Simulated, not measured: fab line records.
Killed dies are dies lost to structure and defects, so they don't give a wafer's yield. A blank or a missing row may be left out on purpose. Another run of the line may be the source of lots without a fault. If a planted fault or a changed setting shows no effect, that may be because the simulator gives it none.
Which tool was responsible?    flow gf180mcu    24 lots, 72 wafers sampled, at 5 steps of a route of 602

## WHAT EACH GAUGE READ, for each wafer
GF_M1_OVL_MEAS_15.
lot   measured      on          M1_OVL (nm)
L074  day 16 23:13  overlay-02  7 5 9
L075  day 17 09:10  overlay-01  4 1 -1
L076  day 17 12:37  overlay-01  -1 -5 0
L077  day 18 07:31  overlay-01  4 -1 14
L078  day 18 17:13  overlay-01  7 4 1
L079  day 19 07:36  overlay-01  1 3 3
L080  day 19 10:28  overlay-01  2 2 0
L081  day 19 16:27  overlay-01  7 2 -1
L082  day 20 07:36  overlay-02  4 6 1
L083  day 20 19:22  overlay-02  0 0 -3
L084  day 20 22:55  overlay-02  13 6 16
L085  day 21 02:16  overlay-02  12 7 13
L086  day 21 15:15  overlay-02  1 1 3
L087  day 22 00:51  overlay-01  6 8 7
L088  day 22 06:35  overlay-02  3 5 6
L089  day 22 20:27  overlay-01  8 11 3
L090  day 23 01:13  overlay-02  -4 2 7
L091  day 23 07:25  overlay-01  8 7 1
L092  day 23 14:15  overlay-02  -1 3 5
L093  day 23 22:34  overlay-01  9 4 10
L094  day 24 04:07  overlay-02  4 0 8
L095  day 24 15:05  overlay-01  0 -5 2
L096  day 24 20:35  overlay-02  1 -2 0
L097  day 25 05:28  overlay-01  3 2 3

GF_M5_OVL_MEAS_08.
lot   measured      on          M5_OVL (nm)
L074  day 26 04:46  overlay-01  -1 -5 0
L075  day 26 14:19  overlay-01  5 -6 -1
L076  day 26 15:24  overlay-02  -6 -2 0
L077  day 27 06:42  overlay-02  4 8 10
L078  day 27 17:11  overlay-02  3 -1 3
L079  day 28 04:42  overlay-01  15 6 16
L080  day 28 06:55  overlay-01  3 1 6
L081  day 28 13:14  overlay-01  -1 -3 9
L082  day 28 22:31  overlay-01  4 8 5
L083  day 29 10:28  overlay-01  -9 4 -1
L084  day 29 12:26  overlay-01  8 1 8
L085  day 29 14:07  overlay-01  9 7 -1
L086  day 30 01:21  overlay-02  8 12 8
L087  day 30 08:41  overlay-02  -5 6 3
L088  day 30 13:14  overlay-02  7 9 3
L089  day 31 20:17  overlay-02  -5 1 5
L090  day 31 04:07  overlay-02  6 -5 -1
L091  day 31 09:23  overlay-02  5 6 0
L092  day 31 14:42  overlay-02  9 -1 8
L093  day 31 20:31  overlay-01  12 4 10
L094  day 32 01:07  overlay-02  12 -1 8
L095  day 32 10:34  overlay-02  8 12 11
L096  day 32 14:08  overlay-01  -1 6 -4
L097  day 32 19:10  overlay-01  -7 -2 -7

## WHAT TOOL EACH LOT RAN ON (gives the tool, then ch and the chambers of the sampled wafers, and finally the start)
lot   GF_SALICIDE_RTA_06                GF_M1_SPUTTER_03              GF_M4_SPUTTER_01
L074  rtp-anneal-02 ch 0, day 15 02:16  pvd-sputter-02, day 16 01:10  pvd-sputter-02, day 22 07:48
L075  rtp-anneal-02 ch 0, day 15 10:06  pvd-sputter-02, day 16 10:00  pvd-sputter-04, day 22 19:44
L076  rtp-anneal-02 ch 0, day 15 13:14  pvd-sputter-01, day 16 13:20  pvd-sputter-03, day 22 21:09
L077  rtp-anneal-01 ch 0, day 16 06:41  pvd-sputter-02, day 17 07:53  pvd-sputter-04, day 23 14:00
L078  rtp-anneal-01 ch 0, day 16 15:42  pvd-sputter-04, day 17 17:03  pvd-sputter-03, day 23 23:53
L079  rtp-anneal-01 ch 0, day 17 05:05  pvd-sputter-01, day 18 06:57  pvd-sputter-04, day 24 13:29
L080  rtp-anneal-02 ch 0, day 17 08:31  pvd-sputter-02, day 18 09:47  pvd-sputter-03, day 24 16:16
L081  rtp-anneal-02 ch 0, day 17 14:13  pvd-sputter-01, day 18 16:17  pvd-sputter-04, day 24 23:00
L082  rtp-anneal-01 ch 0, day 18 03:40  pvd-sputter-01, day 19 06:53  pvd-sputter-03, day 25 09:59
L083  rtp-anneal-01 ch 0, day 18 16:33  pvd-sputter-02, day 19 19:00  pvd-sputter-04, day 25 22:13
L084  rtp-anneal-02 ch 0, day 18 19:57  pvd-sputter-04, day 19 22:31  pvd-sputter-03, day 26 01:07
L085  rtp-anneal-01 ch 0, day 19 00:23  pvd-sputter-01, day 20 02:32  pvd-sputter-03, day 26 03:20
L086  rtp-anneal-01 ch 0, day 19 12:40  pvd-sputter-04, day 20 15:03  pvd-sputter-04, day 26 15:21
L087  rtp-anneal-02 ch 0, day 19 22:03  pvd-sputter-01, day 21 00:57  pvd-sputter-04, day 27 00:32
L088  rtp-anneal-01 ch 0, day 20 04:12  pvd-sputter-04, day 21 06:38  pvd-sputter-02, day 27 04:36
L089  rtp-anneal-02 ch 0, day 20 18:37  pvd-sputter-02, day 21 20:45  pvd-sputter-03, day 27 16:34
L090  rtp-anneal-02 ch 0, day 20 23:58  pvd-sputter-02, day 22 01:50  pvd-sputter-02, day 27 21:41
L091  rtp-anneal-02 ch 0, day 21 06:11  pvd-sputter-04, day 22 08:10  pvd-sputter-03, day 28 02:46
L092  rtp-anneal-01 ch 0, day 21 12:43  pvd-sputter-02, day 22 14:47  pvd-sputter-04, day 28 08:35
L093  rtp-anneal-02 ch 0, day 21 22:19  pvd-sputter-04, day 22 23:55  pvd-sputter-04, day 28 15:56
L094  rtp-anneal-01 ch 0, day 22 02:53  pvd-sputter-01, day 23 05:02  pvd-sputter-04, day 28 20:29
L095  rtp-anneal-01 ch 0, day 22 15:35  pvd-sputter-02, day 23 16:33  pvd-sputter-04, day 29 07:01
L096  rtp-anneal-02 ch 0, day 22 20:34  pvd-sputter-02, day 23 22:18  pvd-sputter-04, day 29 12:02
L097  rtp-anneal-02 ch 0, day 23 06:55  pvd-sputter-02, day 24 07:52  pvd-sputter-03, day 29 18:08
- GF_SALICIDE_RTA_06: time 30 s.
- GF_M1_SPUTTER_03: material Ti, target thk 10 nm, time 6.7 s.
- GF_M4_SPUTTER_01: material TiN, target thk 30 nm, time 25 s.

## WHAT THE TOOLS THEMSELVES READ (means of the sampled wafers that have a number; where no wafer has one, the mark that the record gives instead)
GF_SALICIDE_RTA_06.
lot   tool           lamp-power-pct (%)  wafer_temp_C_max
L074  rtp-anneal-02  7.55                533.5
L075  rtp-anneal-02  7.57                533.3
L076  rtp-anneal-02  7.56                532.8
L077  rtp-anneal-01  7.15                531.5
L078  rtp-anneal-01  7.15                531.9
L079  rtp-anneal-01  7.15                531.8
L080  rtp-anneal-02  7.56                532.8
L081  rtp-anneal-02  7.56                533.2
L082  rtp-anneal-01  7.15                532.0
L083  rtp-anneal-01  7.15                532.0
L084  rtp-anneal-02  7.56                532.8
L085  rtp-anneal-01  7.15                531.3
L086  rtp-anneal-01  7.15                531.6
L087  rtp-anneal-02  7.56                533.5
L088  rtp-anneal-01  7.16                531.0
L089  rtp-anneal-02  7.56                532.9
L090  rtp-anneal-02  7.56                533.0
L091  rtp-anneal-02  7.56                533.6
L092  rtp-anneal-01  7.15                531.3
L093  rtp-anneal-02  7.56                533.6
L094  rtp-anneal-01  7.15                531.6
L095  rtp-anneal-01  7.15                531.6
L096  rtp-anneal-02  7.56                533.2
L097  rtp-anneal-02  7.56                533.1

GF_M1_SPUTTER_03.
lot   tool            throttle-valve-pct (%)
L074  pvd-sputter-02  28.5
L075  pvd-sputter-02  28.9
L076  pvd-sputter-01  30.5
L077  pvd-sputter-02  29.1
L078  pvd-sputter-04  29.0
L079  pvd-sputter-01  30.0
L080  pvd-sputter-02  28.8
L081  pvd-sputter-01  29.7
L082  pvd-sputter-01  30.4
L083  pvd-sputter-02  28.3
L084  pvd-sputter-04  29.3
L085  pvd-sputter-01  31.0
L086  pvd-sputter-04  29.1
L087  pvd-sputter-01  31.0
L088  pvd-sputter-04  28.9
L089  pvd-sputter-02  28.8
L090  pvd-sputter-02  29.0
L091  pvd-sputter-04  28.4
L092  pvd-sputter-02  28.8
L093  pvd-sputter-04  29.6
L094  pvd-sputter-01  31.1
L095  pvd-sputter-02  29.9
L096  pvd-sputter-02  28.8
L097  pvd-sputter-02  28.8

GF_M4_SPUTTER_01.
lot   tool            throttle-valve-pct (%)
L074  pvd-sputter-02  28.7
L075  pvd-sputter-04  29.0
L076  pvd-sputter-03  29.1
L077  pvd-sputter-04  28.6
L078  pvd-sputter-03  28.9
L079  pvd-sputter-04  29.4
L080  pvd-sputter-03  29.6
L081  pvd-sputter-04  29.5
L082  pvd-sputter-03  29.8
L083  pvd-sputter-04  29.1
L084  pvd-sputter-03  29.6
L085  pvd-sputter-03  29.2
L086  pvd-sputter-04  28.7
L087  pvd-sputter-04  28.6
L088  pvd-sputter-02  29.2
L089  pvd-sputter-03  29.2
L090  pvd-sputter-02  29.7
L091  pvd-sputter-03  28.9
L092  pvd-sputter-04  28.9
L093  pvd-sputter-04  29.3
L094  pvd-sputter-04  29.2
L095  pvd-sputter-04  28.9
L096  pvd-sputter-04  28.6
L097  pvd-sputter-03  29.3

## THE ANSWER, worked out from the rows above alone
Rule: what is usual is taken from the lots themselves. The widest of any qualifying gaps counts: lots, ordered by their means at a reading, are off when they make up no more than a third of the lots, leave a main group of 4 or more, and stand apart from it by 3 or more times the standard deviation of that group's means. Not used: any main group whose means are identical at the precision the tables above print for the reading. Also off: a lot with no number at a reading for which 4 or more lots have one. Any other lot the step has rows for is counted as sound. The gauges are gone through in route order, then the tools' own readings, and for those a lot's mean is taken as printed above. The first step at which some lot is off is used, and at that step the reading that is off furthest; a lot without a number counts as furthest.
No lot is off at any reading shown: from this, nothing can be told.

## WHAT THE SIMULATOR HAD PUT IN
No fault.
